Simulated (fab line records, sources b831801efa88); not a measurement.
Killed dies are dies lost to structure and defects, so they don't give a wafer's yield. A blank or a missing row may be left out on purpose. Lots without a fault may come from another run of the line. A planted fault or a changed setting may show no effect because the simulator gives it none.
Which tool did it? | flow sky130 | 14 lots, 42 wafers sampled, at 5 steps of a route of 708

WHAT THE GAUGES READ, wafer by wafer
SKY_LDD_N_OVL_MEAS_07.
lot  | measured     | on         | LDD_N_OVL (nm)
L158 | day 18 13:31 | overlay-02 | 0.9 0.9 -0.3
L159 | day 18 19:46 | overlay-02 | 1.1 0.9 0.8
L160 | day 18 23:43 | overlay-01 | -0.2 -1.2 -1.6
L162 | day 20 00:01 | overlay-01 | -1.9 -1.7 -2.5
L161 | day 20 03:15 | overlay-01 | 0.3 1.7 0.6
L168 | day 22 09:55 | overlay-02 | -0.5 -1.0 -1.2
L170 | day 22 20:46 | overlay-02 | -1.1 -0.4 0.0
L169 | day 22 22:18 | overlay-02 | -1.6 -0.4 -0.3
L172 | day 23 14:50 | overlay-02 | 1.0 2.2 2.0
L174 | day 24 14:31 | overlay-01 | -0.5 -1.4 -2.0
L175 | day 24 19:38 | overlay-01 | 0.4 1.2 1.6
L176 | day 25 00:52 | overlay-01 | 0.0 -0.3 -2.6
L178 | day 25 12:00 | overlay-01 | -0.1 -0.4 1.9
L179 | day 26 03:03 | overlay-02 | 2.0 2.7 3.8

SKY_LDD_LDN_TW_MEAS_13.
lot  | measured     | on            | LDD_LDN_TW
L158 | day 23 19:13 | film_metro-02 | 1465 1469 1467
L159 | day 23 23:50 | film_metro-01 | 1502 1492 1499
L160 | day 24 04:33 | film_metro-02 | 1460 1468 1463
L162 | day 25 04:16 | film_metro-02 | 1464 1465 1457
L161 | day 25 06:52 | film_metro-01 | 1606 1604 1605
L168 | day 27 11:28 | film_metro-02 | 1568 1559 1564
L170 | day 28 00:57 | film_metro-01 | 1613 1610 1604
L169 | day 27 22:00 | film_metro-01 | 1496 1493 1505
L172 | day 28 14:58 | film_metro-02 | 1466 1462 1466
L174 | day 29 12:31 | film_metro-01 | 1497 1508 1500
L175 | day 29 19:02 | film_metro-01 | 1512 1504 1504
L176 | day 29 21:42 | film_metro-03 | 1506 1504 1498
L178 | day 30 07:36 | film_metro-02 | 1449 1453 1450
L179 | day 30 22:56 | film_metro-02 | 1448 1455 1470

SKY_SPACER_THK_MEAS_01.
lot  | measured     | on            | SPACER_CVD_00_THK (nm)
L158 | day 23 21:55 | film_metro-03 | 42.9 43.1 42.9
L159 | day 24 01:09 | film_metro-04 | 43.2 43.5 43.2
L160 | day 24 05:52 | film_metro-04 | 43.1 42.5 42.8
L162 | day 25 05:35 | film_metro-04 | 43.4 43.2 42.9
L161 | day 25 08:11 | film_metro-03 | 42.8 42.7 42.7
L168 | day 27 13:37 | film_metro-03 | 43.2 43.0 43.0
L170 | day 28 02:17 | film_metro-04 | 43.4 44.0 43.5
L169 | day 27 23:19 | film_metro-04 | 42.9 42.9 42.6
L172 | day 28 16:17 | film_metro-03 | 43.0 42.8 42.7
L174 | day 29 13:50 | film_metro-04 | 43.8 43.9 44.1
L175 | day 29 20:56 | film_metro-03 | 43.7 43.4 43.3
L176 | day 29 23:28 | film_metro-02 | 42.9 43.0 42.9
L178 | day 30 10:34 | film_metro-02 | 44.0 43.2 43.6
L179 | day 31 00:16 | film_metro-03 | 43.2 43.6 43.6

SKY_POLY_CUT_CD_MEAS_08: target cd 270 nm.
lot  | measured     | on        | cd_nm (nm)
L158 | day 25 04:24 | cd_sem-01 | 269.8 270.5 270.8
L159 | day 25 06:45 | cd_sem-01 | 268.8 269.2 269.8
L160 | day 25 11:06 | cd_sem-01 | 268.4 269.5 271.0
L162 | day 26 10:09 | cd_sem-02 | 269.3 268.4 267.7
L161 | day 26 12:37 | cd_sem-02 | 273.4 272.1 273.2
L168 | day 28 18:56 | cd_sem-01 | 269.8 269.7 270.7
L170 | day 29 05:51 | cd_sem-01 | 269.2 268.9 268.1
L169 | day 29 02:53 | cd_sem-02 | 270.7 269.9 271.8
L172 | day 29 20:41 | cd_sem-01 | 268.1 270.4 270.3
L174 | day 30 17:26 | cd_sem-01 | 271.2 272.7 272.3
L175 | day 31 01:53 | cd_sem-01 | 272.5 272.9 273.4
L176 | day 31 03:38 | cd_sem-02 | 267.3 269.0 269.8
L178 | day 31 14:12 | cd_sem-02 | 270.8 270.3 269.4
L179 | day 32 03:45 | cd_sem-01 | 270.9 270.4 271.7

WHICH TOOL RAN EACH LOT (tool, then ch and the chambers of the sampled wafers, then the start)
lot  | SKY_LDD_LDN_IMPLANT_10
L158 | implanter-04 ch 0, day 23 18:50
L159 | implanter-03 ch 0, day 23 23:26
L160 | implanter-03 ch 0, day 24 04:09
L162 | implanter-03 ch 0, day 25 03:53
L161 | implanter-02 ch 0, day 25 06:09
L168 | implanter-02 ch 0, day 27 10:47
L170 | implanter-03 ch 0, day 28 00:14
L169 | implanter-03 ch 0, day 27 21:36
L172 | implanter-03 ch 0, day 28 14:37
L174 | implanter-02 ch 0, day 29 12:08
L175 | implanter-04 ch 0, day 29 18:41
L176 | implanter-04 ch 0, day 29 21:19
L178 | implanter-02 ch 0, day 30 07:12
L179 | implanter-03 ch 0, day 30 22:32
- SKY_LDD_LDN_IMPLANT_10

WHAT THE TOOLS THEMSELVES READ (means of the sampled wafers that have a number; where no wafer has one, the mark that the record gives instead)
The record holds no such reading with a usual standard deviation.

THE ANSWER, worked out from the rows above alone
Rule: what is usual is taken from the lots themselves. Put in order of their means at a reading, lots are off if they are a third of the lots or fewer, leave a main group of 4 or more, and stand apart from it by a gap of 3 or more times the standard deviation of the main group's means; of several such gaps the widest counts. A main group whose means are all the same, to the digits that the tables above print for the reading, isn't used. A lot without any number at a reading at which 4 lots or more have one is off too. The other lots that the step has rows for count as sound. The gauges are gone through in route order, then the tools' own readings, and for those a lot's mean is taken as printed above. The first step at which some lot is off is used, and at that step the reading that is off furthest; a lot without a number counts as furthest.
No lot is off at any reading shown: from this, nothing can be told.

WHAT THE SIMULATOR HAD PUT IN
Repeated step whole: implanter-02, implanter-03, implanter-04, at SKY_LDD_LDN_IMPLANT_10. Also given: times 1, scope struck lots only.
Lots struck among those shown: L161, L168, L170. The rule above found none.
